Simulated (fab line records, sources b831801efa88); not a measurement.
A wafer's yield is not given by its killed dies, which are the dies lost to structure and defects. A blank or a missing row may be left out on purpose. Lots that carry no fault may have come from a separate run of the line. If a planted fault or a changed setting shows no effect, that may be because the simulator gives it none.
Problem report, 8D (eight disciplines) form, completed by code + flow sky130 + the parts of the form that need people (team, actions taken, sign-off) are left out

## 1. WHAT WENT WRONG
At SKY_VIA3_CMP_24, overpolishRunS averages 0.034 s over 2 wafers from 2 lots, while fault-free wafers read 20.001 s, standard deviation 0.0094. That is -99 or more standard deviations from the usual mean.
The step: polishes, stops on SiO2, t overpolish 20 s, target thk 0 nm.
First seen on wafer L902.3, day 44 16:11, on cmp-01. At this step, 33 wafers from 11 lots have a number in the record. By rule, "out" or "out of limits" means more than 4 standard deviations away from the usual mean. The rest of the wafers with a number are treated as sound.

## 2. WHAT IT IS AND WHAT IT IS NOT
| question                    | is                              | is not                                                                                       |
|-----------------------------|---------------------------------|----------------------------------------------------------------------------------------------|
| which readings at this step | overpolishRunS, timeToEndpointS | edgeZonePressureFrac, headPressurePsi, motorCurrentA                                         |
| which lots                  | L902, L903                      | L886, L887, L888, L891, L896, L904, L905, L906, L907                                         |
| which wafers of those lots  | L902.3, L903.2                  | L902.1, L902.5, L903.1, L903.4                                                               |
| read on which tools         | cmp-01                          | cmp-02                                                                                       |
| when                        | from day 44 16:11               | up to then (17 sound wafers); but 14 sound wafers of L903, L904, L905, L906, L907 came after |

## 3. SUSPECTS, AND WHAT RULES EACH OUT
Counting: any tool at a process step up to the reading remains a suspect provided it ran every lot that is out. Sound lots after the first of them don't rule it out here, since some wafers of a struck lot are sound.
- cmp-02 at SKY_VIA1_CMP_24 (polishes, stops on SiO2, t overpolish 15 s, target thk 0 nm): kept. Every lot that is out went through it, the first being L902 (day 39 12:58); the last sound lot it ran before that was L891 (day 36 06:55).
- cmp-01 at SKY_VIA3_CMP_24 (polishes, stops on SiO2, t overpolish 20 s, target thk 0 nm): kept. Every lot that is out went through it, the first being L902 (day 44 16:11); the last sound lot it ran before that was L887 (day 41 07:17). Its own overpolishRunS, timeToEndpointS readings are out on those wafers.
- Within cmp-02 at SKY_VIA1_CMP_24: the wafers that are out ran in chamber 1; their sound lot-mates ran in chambers 0, 2, 3.
Left after counting: cmp-02 at SKY_VIA1_CMP_24, cmp-01 at SKY_VIA3_CMP_24.

## 4. THE CAUSE (what the simulator had put in)
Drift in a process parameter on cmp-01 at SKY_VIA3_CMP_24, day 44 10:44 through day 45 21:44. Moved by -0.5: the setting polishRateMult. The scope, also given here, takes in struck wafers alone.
2 suspects survive the count, and this tool is in that group.

## 5. THE EFFECT CHAIN, in route order
One row per reading whose mean, taken over the struck wafers that have a number, lies over 3 standard deviations from the usual. Only readings for which the record gives a usual standard deviation are gone through. hours: the time from each lot's start at the first step in this table that gives one to its start at this step, as a median over the lots. sigmas: the change in usual standard deviations.
| hours | step                  | reading              | usual    | on struck wafers | change  | sigmas      |
|-------|-----------------------|----------------------|----------|------------------|---------|-------------|
| 0     | SKY_VIA3_CMP_24       | overpolishRunS       | 20.001 s | 0.034            | -19.968 | -99 or more |
| 0     | SKY_VIA3_CMP_24       | timeToEndpointS      | 95 s     | 150              | +54     | +17         |
| 126   | SKY_PAD_OPEN_PROBE_99 | defectLimitedYield   | 82.3 %   | 0.0              | -82.3   | -43         |
| 126   | SKY_PAD_OPEN_PROBE_99 | killed_at_M0_to_M3   | 44       | 447              | +403    | +62         |
| 126   | SKY_PAD_OPEN_PROBE_99 | killedDies           | 87       | 492              | +405    | +44         |
| 126   | SKY_PAD_OPEN_PROBE_99 | killedOnRim          | 17       | 96               | +79     | +19         |
| 126   | SKY_PAD_OPEN_PROBE_99 | sort_bin_3_pad_short | 0.9 %    | 81.1             | +80.2   | +99 or more |
| 126   | SKY_PAD_OPEN_PROBE_99 | sortNPass            | 405      | 0                | -405    | -44         |
| 126   | SKY_PAD_OPEN_PROBE_99 | sortYieldPct         | 82.3 %   | 0.0              | -82.3   | -43         |
Here are the process steps it includes:
- SKY_VIA3_CMP_24: polishes, stops on SiO2, t overpolish 20 s, target thk 0 nm.
- SKY_PAD_OPEN_PROBE_99

## 6. WHAT WOULD HAVE CAUGHT IT SOONER
5 hours passed between the start of the fault at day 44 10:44 and the first reading out of limits in this record, taken at day 44 16:11.
